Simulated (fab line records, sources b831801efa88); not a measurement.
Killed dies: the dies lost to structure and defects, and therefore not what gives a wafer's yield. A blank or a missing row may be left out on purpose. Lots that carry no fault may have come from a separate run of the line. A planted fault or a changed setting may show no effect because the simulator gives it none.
fab line records / flow gf180mcu
record lots=12 wafers=36 lastDay=34
route steps=602 shown CONTACT@313 M1@319 V1@340
lots untouched by any fault: they come from a run of this same line in which no faults occurred
startH: start of the lot's first displayed wafer, in hours after the record's first day / waitH: how many hours have passed since the lot's step before this one / " identical to the entry in the row above / L1.1+2: several wafers, shown together as one row / - either no value or no given start / * or withheld: withheld / < > ~ a bound
route shown NAME@n: NAME is a module with steps in the file, n the number in the route of the first one / usual: average and standard deviation across the fault-free wafers / same: alike in all rows / chamber/n: place in a boat / sites: each site's reading / _std_site: their standard deviation / _edge_site: the outer-site mean with the inner-site mean subtracted / radiusMm: for every site, how far away it sits from the centre of the wafer / mask NAME#n: copy n / behind: the tool/chamber that last shaped the wafer / hold: cause of the lot's hold/its duration in hours/its outcome / device: transistor that didn't switch, given as n, p or np / end of line: the same wafers' tests at the end of the route / where a step has no rows: the recipe by itself / killed: at the first sort, the dies lost to defects and structure; wafer yield is something else / map: per-die view of a wafer (x killed, . not killed, _ where there is no die)
set.NAME: setting as actually run; set.NAME@STEP: the setting as run at that earlier step / model.NAME: the simulator's own value behind a step, which no gauge read
route steps across a sampled set of lots; one table per step, one row per wafer
services: when a tool's chamber went out of use (startH, in hours from the record's first day, below 0 if earlier), for how many hours, and the reason
## steps
# step GF_CONTACT_THK_MEAS_26
# recipe thkMeasGauge=xrf reads=W_of_CONTACT_CVD_24
# usual CONTACT_W_THK=293/5
lot.wafer=L724.3 tool=filmMetro-02 chamber=- startH=364.53 waitH=0.1 CONTACT_W_THK[nm]=287
lot.wafer=L724.4 tool=filmMetro-02 chamber=- startH=364.53 waitH=0.1 CONTACT_W_THK[nm]=289
lot.wafer=L724.6 tool=filmMetro-02 chamber=- startH=364.53 waitH=0.1 CONTACT_W_THK[nm]=293
lot.wafer=L725.1 tool=filmMetro-02 chamber=- startH=370.29 waitH=0.1 CONTACT_W_THK[nm]=293
lot.wafer=L725.5 tool=filmMetro-02 chamber=- startH=370.29 waitH=0.1 CONTACT_W_THK[nm]=295
lot.wafer=L725.6 tool=filmMetro-02 chamber=- startH=370.29 waitH=0.1 CONTACT_W_THK[nm]=289
lot.wafer=L726.2 tool=filmMetro-02 chamber=- startH=383.04 waitH=0.1 CONTACT_W_THK[nm]=296
lot.wafer=L726.3 tool=filmMetro-02 chamber=- startH=383.04 waitH=0.1 CONTACT_W_THK[nm]=291
lot.wafer=L726.6 tool=filmMetro-02 chamber=- startH=383.04 waitH=0.1 CONTACT_W_THK[nm]=295
lot.wafer=L727.2 tool=filmMetro-02 chamber=- startH=391.52 waitH=0.1 CONTACT_W_THK[nm]=291
lot.wafer=L727.3 tool=filmMetro-02 chamber=- startH=391.52 waitH=0.1 CONTACT_W_THK[nm]=287
lot.wafer=L727.5 tool=filmMetro-02 chamber=- startH=391.52 waitH=0.1 CONTACT_W_THK[nm]=285
lot.wafer=L728.3 tool=filmMetro-03 chamber=- startH=400.01 waitH=0.1 CONTACT_W_THK[nm]=294
lot.wafer=L728.5 tool=filmMetro-03 chamber=- startH=400.01 waitH=0.1 CONTACT_W_THK[nm]=295
lot.wafer=L728.6 tool=filmMetro-03 chamber=- startH=400.01 waitH=0.1 CONTACT_W_THK[nm]=290
lot.wafer=L729.2 tool=filmMetro-03 chamber=- startH=412.51 waitH=0.1 CONTACT_W_THK[nm]=299
lot.wafer=L729.3 tool=filmMetro-03 chamber=- startH=412.51 waitH=0.1 CONTACT_W_THK[nm]=293
lot.wafer=L729.4 tool=filmMetro-03 chamber=- startH=412.51 waitH=0.1 CONTACT_W_THK[nm]=297
lot.wafer=L730.2 tool=filmMetro-02 chamber=- startH=418.82 waitH=0.1 CONTACT_W_THK[nm]=294
lot.wafer=L730.4 tool=filmMetro-02 chamber=- startH=418.82 waitH=0.1 CONTACT_W_THK[nm]=293
lot.wafer=L730.5 tool=filmMetro-02 chamber=- startH=418.82 waitH=0.1 CONTACT_W_THK[nm]=295
lot.wafer=L731.2 tool=filmMetro-02 chamber=- startH=436.40 waitH=0.1 CONTACT_W_THK[nm]=289
lot.wafer=L731.4 tool=filmMetro-02 chamber=- startH=436.40 waitH=0.1 CONTACT_W_THK[nm]=285
lot.wafer=L731.6 tool=filmMetro-02 chamber=- startH=436.40 waitH=0.1 CONTACT_W_THK[nm]=282
lot.wafer=L739.3 tool=filmMetro-02 chamber=- startH=495.21 waitH=0.1 CONTACT_W_THK[nm]=293
lot.wafer=L739.5 tool=filmMetro-02 chamber=- startH=495.21 waitH=0.1 CONTACT_W_THK[nm]=295
lot.wafer=L739.6 tool=filmMetro-02 chamber=- startH=495.21 waitH=0.1 CONTACT_W_THK[nm]=290
lot.wafer=L740.1 tool=filmMetro-02 chamber=- startH=505.67 waitH=0.1 CONTACT_W_THK[nm]=284
lot.wafer=L740.3 tool=filmMetro-02 chamber=- startH=505.67 waitH=0.1 CONTACT_W_THK[nm]=288
lot.wafer=L740.5 tool=filmMetro-02 chamber=- startH=505.67 waitH=0.1 CONTACT_W_THK[nm]=285
lot.wafer=L743.3 tool=filmMetro-02 chamber=- startH=527.31 waitH=0.1 CONTACT_W_THK[nm]=288
lot.wafer=L743.4 tool=filmMetro-02 chamber=- startH=527.31 waitH=0.1 CONTACT_W_THK[nm]=285
lot.wafer=L743.6 tool=filmMetro-02 chamber=- startH=527.31 waitH=0.1 CONTACT_W_THK[nm]=283
lot.wafer=L744.2 tool=filmMetro-02 chamber=- startH=538.81 waitH=0.1 CONTACT_W_THK[nm]=291
lot.wafer=L744.3 tool=filmMetro-02 chamber=- startH=538.81 waitH=0.1 CONTACT_W_THK[nm]=284
lot.wafer=L744.4 tool=filmMetro-02 chamber=- startH=538.81 waitH=0.1 CONTACT_W_THK[nm]=288
# step GF_M1_SPUTTER_04
# recipe material=TiN targetThkNm=50 powerW=6500 timeS=41.7 chamberPressurePa=0.4
# usual cathodeDcPowerW=6500.0/1.4 chamberPressurePa=0.3999/0.00078 throttleValvePct=29.8/1.2
lot.wafer=L724.3 tool=pvdSputter-04 chamber=- startH=365.15 waitH=0.0 cathodeDcPowerW=6500.7 chamberPressurePa=0.4001 throttleValvePct=29.0
lot.wafer=L724.4 tool=pvdSputter-04 chamber=- startH=365.15 waitH=0.0 cathodeDcPowerW=6500.0 chamberPressurePa=0.4009 throttleValvePct=30.8
lot.wafer=L724.6 tool=pvdSputter-04 chamber=- startH=365.15 waitH=0.0 cathodeDcPowerW=6501.0 chamberPressurePa=0.4007 throttleValvePct=28.9
lot.wafer=L725.1 tool=pvdSputter-04 chamber=- startH=370.83 waitH=0.0 cathodeDcPowerW=6500.9 chamberPressurePa=0.4007 throttleValvePct=30.7
lot.wafer=L725.5 tool=pvdSputter-04 chamber=- startH=370.83 waitH=0.0 cathodeDcPowerW=6499.8 chamberPressurePa=0.4017 throttleValvePct=30.3
lot.wafer=L725.6 tool=pvdSputter-04 chamber=- startH=370.83 waitH=0.0 cathodeDcPowerW=6501.6 chamberPressurePa=0.3993 throttleValvePct=30.7
lot.wafer=L726.2 tool=pvdSputter-01 chamber=- startH=383.57 waitH=0.0 cathodeDcPowerW=6500.2 chamberPressurePa=0.4003 throttleValvePct=29.3
lot.wafer=L726.3 tool=pvdSputter-01 chamber=- startH=383.57 waitH=0.0 cathodeDcPowerW=6500.0 chamberPressurePa=0.4003 throttleValvePct=31.2
lot.wafer=L726.6 tool=pvdSputter-01 chamber=- startH=383.57 waitH=0.0 cathodeDcPowerW=6497.7 chamberPressurePa=0.3994 throttleValvePct=29.0
lot.wafer=L727.2 tool=pvdSputter-01 chamber=- startH=392.05 waitH=0.0 cathodeDcPowerW=6500.3 chamberPressurePa=0.4003 throttleValvePct=29.5
lot.wafer=L727.3 tool=pvdSputter-01 chamber=- startH=392.05 waitH=0.0 cathodeDcPowerW=6501.0 chamberPressurePa=0.4000 throttleValvePct=28.8
lot.wafer=L727.5 tool=pvdSputter-01 chamber=- startH=392.05 waitH=0.0 cathodeDcPowerW=6497.9 chamberPressurePa=0.4000 throttleValvePct=30.8
lot.wafer=L728.3 tool=pvdSputter-01 chamber=- startH=400.53 waitH=0.0 cathodeDcPowerW=6499.8 chamberPressurePa=0.3993 throttleValvePct=30.8
lot.wafer=L728.5 tool=pvdSputter-01 chamber=- startH=400.53 waitH=0.0 cathodeDcPowerW=6499.5 chamberPressurePa=0.3999 throttleValvePct=31.3
lot.wafer=L728.6 tool=pvdSputter-01 chamber=- startH=400.53 waitH=0.0 cathodeDcPowerW=6501.2 chamberPressurePa=0.3990 throttleValvePct=29.0
lot.wafer=L729.2 tool=pvdSputter-04 chamber=- startH=413.04 waitH=0.0 cathodeDcPowerW=6501.6 chamberPressurePa=0.4001 throttleValvePct=30.6
lot.wafer=L729.3 tool=pvdSputter-04 chamber=- startH=413.04 waitH=0.0 cathodeDcPowerW=6498.1 chamberPressurePa=0.3991 throttleValvePct=30.5
lot.wafer=L729.4 tool=pvdSputter-04 chamber=- startH=413.04 waitH=0.0 cathodeDcPowerW=6501.9 chamberPressurePa=0.4006 throttleValvePct=29.3
lot.wafer=L730.2 tool=pvdSputter-02 chamber=- startH=419.35 waitH=0.0 cathodeDcPowerW=6502.6 chamberPressurePa=0.4006 throttleValvePct=31.0
lot.wafer=L730.4 tool=pvdSputter-02 chamber=- startH=419.35 waitH=0.0 cathodeDcPowerW=6502.9 chamberPressurePa=0.3992 throttleValvePct=27.8
lot.wafer=L730.5 tool=pvdSputter-02 chamber=- startH=419.35 waitH=0.0 cathodeDcPowerW=6500.5 chamberPressurePa=0.4003 throttleValvePct=29.7
lot.wafer=L731.2 tool=pvdSputter-02 chamber=- startH=436.93 waitH=0.0 cathodeDcPowerW=6498.9 chamberPressurePa=0.4001 throttleValvePct=27.9
lot.wafer=L731.4 tool=pvdSputter-02 chamber=- startH=436.93 waitH=0.0 cathodeDcPowerW=6500.3 chamberPressurePa=0.4006 throttleValvePct=30.9
lot.wafer=L731.6 tool=pvdSputter-02 chamber=- startH=436.93 waitH=0.0 cathodeDcPowerW=6502.2 chamberPressurePa=0.4003 throttleValvePct=29.7
lot.wafer=L739.3 tool=pvdSputter-02 chamber=- startH=495.73 waitH=0.0 cathodeDcPowerW=6499.9 chamberPressurePa=0.3996 throttleValvePct=29.6
lot.wafer=L739.5 tool=pvdSputter-02 chamber=- startH=495.73 waitH=0.0 cathodeDcPowerW=6501.2 chamberPressurePa=0.3984 throttleValvePct=28.0
lot.wafer=L739.6 tool=pvdSputter-02 chamber=- startH=495.73 waitH=0.0 cathodeDcPowerW=6497.8 chamberPressurePa=0.3994 throttleValvePct=31.1
lot.wafer=L740.1 tool=pvdSputter-02 chamber=- startH=506.22 waitH=0.0 cathodeDcPowerW=6500.9 chamberPressurePa=0.4009 throttleValvePct=27.8
lot.wafer=L740.3 tool=pvdSputter-02 chamber=- startH=506.22 waitH=0.0 cathodeDcPowerW=6499.2 chamberPressurePa=0.3984 throttleValvePct=31.2
lot.wafer=L740.5 tool=pvdSputter-02 chamber=- startH=506.22 waitH=0.0 cathodeDcPowerW=6500.1 chamberPressurePa=0.4005 throttleValvePct=27.7
lot.wafer=L743.3 tool=pvdSputter-04 chamber=- startH=527.83 waitH=0.0 cathodeDcPowerW=6499.0 chamberPressurePa=0.3998 throttleValvePct=29.3
lot.wafer=L743.4 tool=pvdSputter-04 chamber=- startH=527.83 waitH=0.0 cathodeDcPowerW=6500.5 chamberPressurePa=0.4001 throttleValvePct=30.6
lot.wafer=L743.6 tool=pvdSputter-04 chamber=- startH=527.83 waitH=0.0 cathodeDcPowerW=6500.1 chamberPressurePa=0.3998 throttleValvePct=30.5
lot.wafer=L744.2 tool=pvdSputter-01 chamber=- startH=539.34 waitH=0.0 cathodeDcPowerW=6499.3 chamberPressurePa=0.4004 throttleValvePct=31.2
lot.wafer=L744.3 tool=pvdSputter-01 chamber=- startH=539.34 waitH=0.0 cathodeDcPowerW=6500.3 chamberPressurePa=0.4000 throttleValvePct=30.8
lot.wafer=L744.4 tool=pvdSputter-01 chamber=- startH=539.34 waitH=0.0 cathodeDcPowerW=6500.1 chamberPressurePa=0.3999 throttleValvePct=29.4
# step GF_M1_THK_MEAS_06
# recipe thkMeasGauge=xrf reads=AlCu_of_M1_SPUTTER_02
# usual M1_ALCU_THK=449/5.8
lot.wafer=L724.3 tool=filmMetro-01 chamber=- startH=365.33 waitH=0.1 M1_ALCU_THK[nm]=453
lot.wafer=L724.4 tool=filmMetro-01 chamber=- startH=365.33 waitH=0.1 M1_ALCU_THK[nm]=451
lot.wafer=L724.6 tool=filmMetro-01 chamber=- startH=365.33 waitH=0.1 M1_ALCU_THK[nm]=452
lot.wafer=L725.1 tool=filmMetro-04 chamber=- startH=370.99 waitH=0.1 M1_ALCU_THK[nm]=455
lot.wafer=L725.5 tool=filmMetro-04 chamber=- startH=370.99 waitH=0.1 M1_ALCU_THK[nm]=451
lot.wafer=L725.6 tool=filmMetro-04 chamber=- startH=370.99 waitH=0.1 M1_ALCU_THK[nm]=453
lot.wafer=L726.2 tool=filmMetro-04 chamber=- startH=383.87 waitH=0.1 M1_ALCU_THK[nm]=448
lot.wafer=L726.3 tool=filmMetro-04 chamber=- startH=383.87 waitH=0.1 M1_ALCU_THK[nm]=441
lot.wafer=L726.6 tool=filmMetro-04 chamber=- startH=383.87 waitH=0.1 M1_ALCU_THK[nm]=446
lot.wafer=L727.2 tool=filmMetro-04 chamber=- startH=392.22 waitH=0.1 M1_ALCU_THK[nm]=444
lot.wafer=L727.3 tool=filmMetro-04 chamber=- startH=392.22 waitH=0.1 M1_ALCU_THK[nm]=446
lot.wafer=L727.5 tool=filmMetro-04 chamber=- startH=392.22 waitH=0.1 M1_ALCU_THK[nm]=453
lot.wafer=L728.3 tool=filmMetro-04 chamber=- startH=400.71 waitH=0.1 M1_ALCU_THK[nm]=452
lot.wafer=L728.5 tool=filmMetro-04 chamber=- startH=400.71 waitH=0.1 M1_ALCU_THK[nm]=445
lot.wafer=L728.6 tool=filmMetro-04 chamber=- startH=400.71 waitH=0.1 M1_ALCU_THK[nm]=445
lot.wafer=L729.2 tool=filmMetro-04 chamber=- startH=413.21 waitH=0.1 M1_ALCU_THK[nm]=459
lot.wafer=L729.3 tool=filmMetro-04 chamber=- startH=413.21 waitH=0.1 M1_ALCU_THK[nm]=454
lot.wafer=L729.4 tool=filmMetro-04 chamber=- startH=413.21 waitH=0.1 M1_ALCU_THK[nm]=459
lot.wafer=L730.2 tool=filmMetro-03 chamber=- startH=419.52 waitH=0.1 M1_ALCU_THK[nm]=448
lot.wafer=L730.4 tool=filmMetro-03 chamber=- startH=419.52 waitH=0.1 M1_ALCU_THK[nm]=450
lot.wafer=L730.5 tool=filmMetro-03 chamber=- startH=419.52 waitH=0.1 M1_ALCU_THK[nm]=452
lot.wafer=L731.2 tool=filmMetro-04 chamber=- startH=437.10 waitH=0.1 M1_ALCU_THK[nm]=446
lot.wafer=L731.4 tool=filmMetro-04 chamber=- startH=437.10 waitH=0.1 M1_ALCU_THK[nm]=440
lot.wafer=L731.6 tool=filmMetro-04 chamber=- startH=437.10 waitH=0.1 M1_ALCU_THK[nm]=450
lot.wafer=L739.3 tool=filmMetro-04 chamber=- startH=495.91 waitH=0.1 M1_ALCU_THK[nm]=429
lot.wafer=L739.5 tool=filmMetro-04 chamber=- startH=495.91 waitH=0.1 M1_ALCU_THK[nm]=423
lot.wafer=L739.6 tool=filmMetro-04 chamber=- startH=495.91 waitH=0.1 M1_ALCU_THK[nm]=418
lot.wafer=L740.1 tool=filmMetro-04 chamber=- startH=506.38 waitH=0.1 M1_ALCU_THK[nm]=431
lot.wafer=L740.3 tool=filmMetro-04 chamber=- startH=506.38 waitH=0.1 M1_ALCU_THK[nm]=426
lot.wafer=L740.5 tool=filmMetro-04 chamber=- startH=506.38 waitH=0.1 M1_ALCU_THK[nm]=438
lot.wafer=L743.3 tool=filmMetro-04 chamber=- startH=528.01 waitH=0.1 M1_ALCU_THK[nm]=456
lot.wafer=L743.4 tool=filmMetro-04 chamber=- startH=528.01 waitH=0.1 M1_ALCU_THK[nm]=454
lot.wafer=L743.6 tool=filmMetro-04 chamber=- startH=528.01 waitH=0.1 M1_ALCU_THK[nm]=455
lot.wafer=L744.2 tool=filmMetro-04 chamber=- startH=539.51 waitH=0.1 M1_ALCU_THK[nm]=454
lot.wafer=L744.3 tool=filmMetro-04 chamber=- startH=539.51 waitH=0.1 M1_ALCU_THK[nm]=457
lot.wafer=L744.4 tool=filmMetro-04 chamber=- startH=539.51 waitH=0.1 M1_ALCU_THK[nm]=454
# step GF_V1_BOW_MEAS_05
# recipe mode=bow
# usual V1_BOW=84/8.4
lot.wafer=L724.3 tool=filmMetro-02 chamber=- startH=388.19 waitH=0.1 V1_BOW[um]=67
lot.wafer=L724.4 tool=filmMetro-02 chamber=- startH=388.19 waitH=0.1 V1_BOW[um]=85
lot.wafer=L724.6 tool=filmMetro-02 chamber=- startH=388.19 waitH=0.1 V1_BOW[um]=87
lot.wafer=L725.1 tool=filmMetro-03 chamber=- startH=394.58 waitH=0.2 V1_BOW[um]=73
lot.wafer=L725.5 tool=filmMetro-03 chamber=- startH=394.58 waitH=0.2 V1_BOW[um]=71
lot.wafer=L725.6 tool=filmMetro-03 chamber=- startH=394.58 waitH=0.2 V1_BOW[um]=84
lot.wafer=L726.2 tool=filmMetro-04 chamber=- startH=408.52 waitH=0.2 V1_BOW[um]=99
lot.wafer=L726.3 tool=filmMetro-04 chamber=- startH=408.52 waitH=0.2 V1_BOW[um]=97
lot.wafer=L726.6 tool=filmMetro-04 chamber=- startH=408.52 waitH=0.2 V1_BOW[um]=86
lot.wafer=L727.2 tool=filmMetro-02 chamber=- startH=416.50 waitH=0.3 V1_BOW[um]=94
lot.wafer=L727.3 tool=filmMetro-02 chamber=- startH=416.50 waitH=0.3 V1_BOW[um]=68
lot.wafer=L727.5 tool=filmMetro-02 chamber=- startH=416.50 waitH=0.3 V1_BOW[um]=83
lot.wafer=L728.3 tool=filmMetro-03 chamber=- startH=425.28 waitH=0.2 V1_BOW[um]=90
lot.wafer=L728.5 tool=filmMetro-03 chamber=- startH=425.28 waitH=0.2 V1_BOW[um]=79
lot.wafer=L728.6 tool=filmMetro-03 chamber=- startH=425.28 waitH=0.2 V1_BOW[um]=89
lot.wafer=L729.2 tool=filmMetro-04 chamber=- startH=437.80 waitH=0.2 V1_BOW[um]=81
lot.wafer=L729.3 tool=filmMetro-04 chamber=- startH=437.80 waitH=0.2 V1_BOW[um]=88
lot.wafer=L729.4 tool=filmMetro-04 chamber=- startH=437.80 waitH=0.2 V1_BOW[um]=77
lot.wafer=L730.2 tool=filmMetro-02 chamber=- startH=444.59 waitH=0.2 V1_BOW[um]=80
lot.wafer=L730.4 tool=filmMetro-02 chamber=- startH=444.59 waitH=0.2 V1_BOW[um]=88
lot.wafer=L730.5 tool=filmMetro-02 chamber=- startH=444.59 waitH=0.2 V1_BOW[um]=78
lot.wafer=L731.2 tool=filmMetro-03 chamber=- startH=462.96 waitH=0.2 V1_BOW[um]=84
lot.wafer=L731.4 tool=filmMetro-03 chamber=- startH=462.96 waitH=0.2 V1_BOW[um]=78
lot.wafer=L731.6 tool=filmMetro-03 chamber=- startH=462.96 waitH=0.2 V1_BOW[um]=83
lot.wafer=L739.3 tool=filmMetro-02 chamber=- startH=521.08 waitH=0.3 V1_BOW[um]=85
lot.wafer=L739.5 tool=filmMetro-02 chamber=- startH=521.08 waitH=0.3 V1_BOW[um]=96
lot.wafer=L739.6 tool=filmMetro-02 chamber=- startH=521.08 waitH=0.3 V1_BOW[um]=84
lot.wafer=L740.1 tool=filmMetro-04 chamber=- startH=530.82 waitH=0.2 V1_BOW[um]=98
lot.wafer=L740.3 tool=filmMetro-04 chamber=- startH=530.82 waitH=0.2 V1_BOW[um]=91
lot.wafer=L740.5 tool=filmMetro-04 chamber=- startH=530.82 waitH=0.2 V1_BOW[um]=81
lot.wafer=L743.3 tool=filmMetro-04 chamber=- startH=552.30 waitH=0.1 V1_BOW[um]=95
lot.wafer=L743.4 tool=filmMetro-04 chamber=- startH=552.30 waitH=0.1 V1_BOW[um]=90
lot.wafer=L743.6 tool=filmMetro-04 chamber=- startH=552.30 waitH=0.1 V1_BOW[um]=86
lot.wafer=L744.2 tool=filmMetro-04 chamber=- startH=563.24 waitH=0.2 V1_BOW[um]=77
lot.wafer=L744.3 tool=filmMetro-04 chamber=- startH=563.24 waitH=0.2 V1_BOW[um]=86
lot.wafer=L744.4 tool=filmMetro-04 chamber=- startH=563.24 waitH=0.2 V1_BOW[um]=70
# step GF_V1_CVD_23
# recipe material=W targetThkNm=350 timeS=105.05 tempC=400 pressureTorr=40
# usual heaterPowerW=827/73
# same timeS=105.05
lot.wafer=L724.3 tool=cvdW-02 chamber=0 startH=412.34 waitH=0.1 heaterPowerW=747
lot.wafer=L724.4 tool=cvdW-02 chamber=1 startH=412.34 waitH=0.1 heaterPowerW=756
lot.wafer=L724.6 tool=cvdW-02 chamber=0 startH=412.34 waitH=0.1 heaterPowerW=746
lot.wafer=L725.1 tool=cvdW-01 chamber=1 startH=419.14 waitH=0.0 heaterPowerW=923
lot.wafer=L725.5 tool=cvdW-01 chamber=1 startH=419.14 waitH=0.0 heaterPowerW=943
lot.wafer=L725.6 tool=cvdW-01 chamber=0 startH=419.14 waitH=0.0 heaterPowerW=802
lot.wafer=L726.2 tool=cvdW-01 chamber=1 startH=432.85 waitH=0.0 heaterPowerW=936
lot.wafer=L726.3 tool=cvdW-01 chamber=1 startH=432.85 waitH=0.0 heaterPowerW=928
lot.wafer=L726.6 tool=cvdW-01 chamber=0 startH=432.85 waitH=0.0 heaterPowerW=809
lot.wafer=L727.2 tool=cvdW-01 chamber=1 startH=441.80 waitH=0.0 heaterPowerW=921
lot.wafer=L727.3 tool=cvdW-01 chamber=0 startH=441.80 waitH=0.0 heaterPowerW=810
lot.wafer=L727.5 tool=cvdW-01 chamber=1 startH=441.80 waitH=0.0 heaterPowerW=923
lot.wafer=L728.3 tool=cvdW-02 chamber=1 startH=450.34 waitH=0.1 heaterPowerW=758
lot.wafer=L728.5 tool=cvdW-02 chamber=1 startH=450.34 waitH=0.1 heaterPowerW=774
lot.wafer=L728.6 tool=cvdW-02 chamber=0 startH=450.34 waitH=0.1 heaterPowerW=761
lot.wafer=L729.2 tool=cvdW-01 chamber=0 startH=462.67 waitH=0.0 heaterPowerW=795
lot.wafer=L729.3 tool=cvdW-01 chamber=1 startH=462.67 waitH=0.0 heaterPowerW=896
lot.wafer=L729.4 tool=cvdW-01 chamber=0 startH=462.67 waitH=0.0 heaterPowerW=780
lot.wafer=L730.2 tool=cvdW-02 chamber=1 startH=470.15 waitH=0.1 heaterPowerW=789
lot.wafer=L730.4 tool=cvdW-02 chamber=1 startH=470.15 waitH=0.1 heaterPowerW=774
lot.wafer=L730.5 tool=cvdW-02 chamber=1 startH=470.15 waitH=0.1 heaterPowerW=763
lot.wafer=L731.2 tool=cvdW-01 chamber=1 startH=487.87 waitH=0.0 heaterPowerW=916
lot.wafer=L731.4 tool=cvdW-01 chamber=0 startH=487.87 waitH=0.0 heaterPowerW=815
lot.wafer=L731.6 tool=cvdW-01 chamber=1 startH=487.87 waitH=0.0 heaterPowerW=919
lot.wafer=L739.3 tool=cvdW-01 chamber=0 startH=544.83 waitH=0.1 heaterPowerW=833
lot.wafer=L739.5 tool=cvdW-01 chamber=1 startH=544.83 waitH=0.1 heaterPowerW=936
lot.wafer=L739.6 tool=cvdW-01 chamber=0 startH=544.83 waitH=0.1 heaterPowerW=810
lot.wafer=L740.1 tool=cvdW-01 chamber=1 startH=554.26 waitH=0.0 heaterPowerW=925
lot.wafer=L740.3 tool=cvdW-01 chamber=1 startH=554.26 waitH=0.0 heaterPowerW=922
lot.wafer=L740.5 tool=cvdW-01 chamber=0 startH=554.26 waitH=0.0 heaterPowerW=800
lot.wafer=L743.3 tool=cvdW-01 chamber=0 startH=575.07 waitH=0.1 heaterPowerW=814
lot.wafer=L743.4 tool=cvdW-01 chamber=1 startH=575.07 waitH=0.1 heaterPowerW=934
lot.wafer=L743.6 tool=cvdW-01 chamber=0 startH=575.07 waitH=0.1 heaterPowerW=819
lot.wafer=L744.2 tool=cvdW-01 chamber=1 startH=586.25 waitH=0.1 heaterPowerW=919
lot.wafer=L744.3 tool=cvdW-01 chamber=1 startH=586.25 waitH=0.1 heaterPowerW=912
lot.wafer=L744.4 tool=cvdW-01 chamber=1 startH=586.25 waitH=0.1 heaterPowerW=913
## services
tool=pvdSputter-02 chamber=- startH=351.82 hours=0.6 kind=repair
tool=cvdW-02 chamber=0 startH=353.23 hours=9.8 kind=repair
tool=pvdSputter-01 chamber=- startH=370.32 hours=5.0 kind=repair
tool=cvdW-01 chamber=- startH=377.63 hours=2.6 kind=repair
tool=pvdSputter-04 chamber=3 startH=388.74 hours=- kind=consumableReplace:kit
tool=pvdSputter-04 chamber=3 startH=388.74 hours=18.0 kind=scheduledDown
tool=pvdSputter-04 chamber=3 startH=388.74 hours=18.0 kind=ventCycle
tool=cvdW-02 chamber=- startH=390.00 hours=14.0 kind=pm
tool=cvdW-02 chamber=0 startH=390.00 hours=14.0 kind=ventCycle
tool=cvdW-02 chamber=1 startH=390.00 hours=14.0 kind=ventCycle
tool=cvdW-02 chamber=0 startH=404.00 hours=- kind=clean
tool=cvdW-02 chamber=1 startH=404.00 hours=- kind=clean
tool=cvdW-02 chamber=0 startH=451.61 hours=23.9 kind=repair
tool=pvdSputter-01 chamber=0 startH=484.34 hours=- kind=consumableReplace:kit
tool=pvdSputter-01 chamber=0 startH=484.34 hours=18.0 kind=scheduledDown
tool=pvdSputter-01 chamber=0 startH=484.34 hours=18.0 kind=ventCycle
tool=cvdW-01 chamber=0 startH=538.16 hours=- kind=calibration
tool=cvdW-02 chamber=- startH=542.16 hours=14.6 kind=pm
tool=pvdSputter-02 chamber=- startH=553.64 hours=2.9 kind=repair
tool=pvdSputter-04 chamber=- startH=560.63 hours=0.9 kind=repair
tool=pvdSputter-04 chamber=2 startH=580.09 hours=- kind=consumableReplace:kit
tool=pvdSputter-04 chamber=2 startH=580.09 hours=18.0 kind=scheduledDown
tool=pvdSputter-04 chamber=2 startH=580.09 hours=18.0 kind=ventCycle
tool=cvdW-01 chamber=0 startH=580.57 hours=103.0 kind=repair
## key
firstSign step=GF_M1_THK_MEAS_06 reading=M1_ALCU_THK direction=down sigmas=3.8 usual=449 struck=428
effect none on later readings
metAt GF_M1_SPUTTER_04
struckLots L739,L740
notActingAt GF_CONTACT_THK_MEAS_26,GF_V1_BOW_MEAS_05,GF_V1_CVD_23
onsetBetween 436.93 495.73
fault kind=processParameterDrift tool=pvdSputter-02 chamber=- onsetH=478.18 steps=GF_M1_SPUTTER_04 channel=targetThkNm offset=24.795 shape=step endH=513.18 actsIn=theseRecipesOnly stated=50
